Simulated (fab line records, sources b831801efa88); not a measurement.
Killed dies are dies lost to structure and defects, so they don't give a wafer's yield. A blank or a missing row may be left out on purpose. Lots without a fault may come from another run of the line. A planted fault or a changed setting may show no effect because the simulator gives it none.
A struck lot beside a sound one | flow gf180mcu | 16 steps out of a route of 602
Sound: wafers L736.4, L736.5, L736.6. Struck: wafers L751.2, L751.3, L751.6. The cause comes at the end.
At each step with rows: each side's tool, then ch and its chambers, then its first start. Under that, the readings that differ: sound wafers | struck wafers | difference of the means | sigmas: that difference in standard deviations of wafers without a fault.
alike: readings whose means differ by less than 2 such deviations, and words and numbers that are the same on both sides. not compared: withheld readings, readings that some wafer has no value for, bounds like >300 that may hide the same value, and numbers for which the record gives no deviation and whose values overlap.
The two part at a step that has a row with sigmas, a row that says differs or no value, or rows on one side only. Numbers that don't overlap but have no deviation are shown without sigmas and don't part them. A reading that every wafer of one side lacks parts them only if that side has two wafers or more.

first, 1 step without rows for these wafers: GF_HV_LDD_DEVELOP_06 (develop time 60 s).
GF_HV_LDD_CD_MEAS_07: target cd 400 nm.
  sound on cd_sem-02, day 11 03:44; struck on cd_sem-02, day 15 08:33
  alike: cd_nm
GF_HV_LDD_OVL_MEAS_08:
  sound on overlay-01, day 11 03:49; struck on overlay-02, day 15 08:40
  alike: HV_LDD_OVL
then, 1 step without rows for these wafers: GF_HV_LDD_IMPLANT_09.
GF_HV_LDD_STRIP_10: strips in O2/N2.
  sound on plasma_asher-04 ch 0,1, day 11 04:01; struck on plasma_asher-04 ch 0,1, day 15 08:50
  reading                        | sound                | struck               | difference | sigmas
  chamber_pressure_mTorr (mTorr) | 1501.8 1500.9 1499.9 | 1498.0 1496.5 1499.7 | -2.8       | -2
  alike: drypump_motor_current_A, heater_power_w, n2_flow_sccm, oes_product_au, strip_time_to_endpoint_s
  not compared: rf_hours_counter_h
GF_HV_LDD_TW_MEAS_11:
  sound on film_metro-01, day 11 04:07; struck on film_metro-02, day 15 08:57
  alike: HV_LDD_TW
then, 6 steps without rows for these wafers: GF_HV_LDD_DEHYDRATE_12 (time 60 s); GF_HV_LDD_HMDS_13 (prime time 60 s); GF_HV_LDD_COAT_14 (resist thk 1000 nm); GF_HV_LDD_SOFTBAKE_15 (time 60 s); GF_HV_LDD_EXPOSE_16 (exposes mask Pplus LV AREA, target cd 400 nm); GF_HV_LDD_PEB_17.
GF_HV_LDD_DEVELOP_18: develop time 60 s.
  sound on litho_track-01 ch 0, day 11 22:13; struck on litho_track-01 ch 0, day 16 06:04
  reading                | sound             | struck            | difference | sigmas
  chill_plate_temp_C (C) | 23.06 22.99 23.26 | 22.85 22.80 22.71 | -0.32      | -3
  alike: developer_temp_C, exhaust_pa
GF_HV_LDD_CD_MEAS_19: target cd 400 nm.
  sound on cd_sem-02, day 11 22:20; struck on cd_sem-01, day 16 06:12
  reading    | sound             | struck            | difference | sigmas
  cd_nm (nm) | 405.3 404.2 403.6 | 273.6 273.6 275.0 | -130.3     | -52
GF_HV_LDD_OVL_MEAS_20:
  sound on overlay-01, day 11 22:25; struck on overlay-01, day 16 06:19
  alike: HV_LDD_01_OVL
GF_PASSIVATION_PROBE_99:
  the record has rows for the sound wafers here (prober-02, day 30 02:28) and none for the struck ones

WHERE THEY PART
First at GF_HV_LDD_STRIP_10; last, within this record, at GF_PASSIVATION_PROBE_99.

WHY: what the simulator had put in
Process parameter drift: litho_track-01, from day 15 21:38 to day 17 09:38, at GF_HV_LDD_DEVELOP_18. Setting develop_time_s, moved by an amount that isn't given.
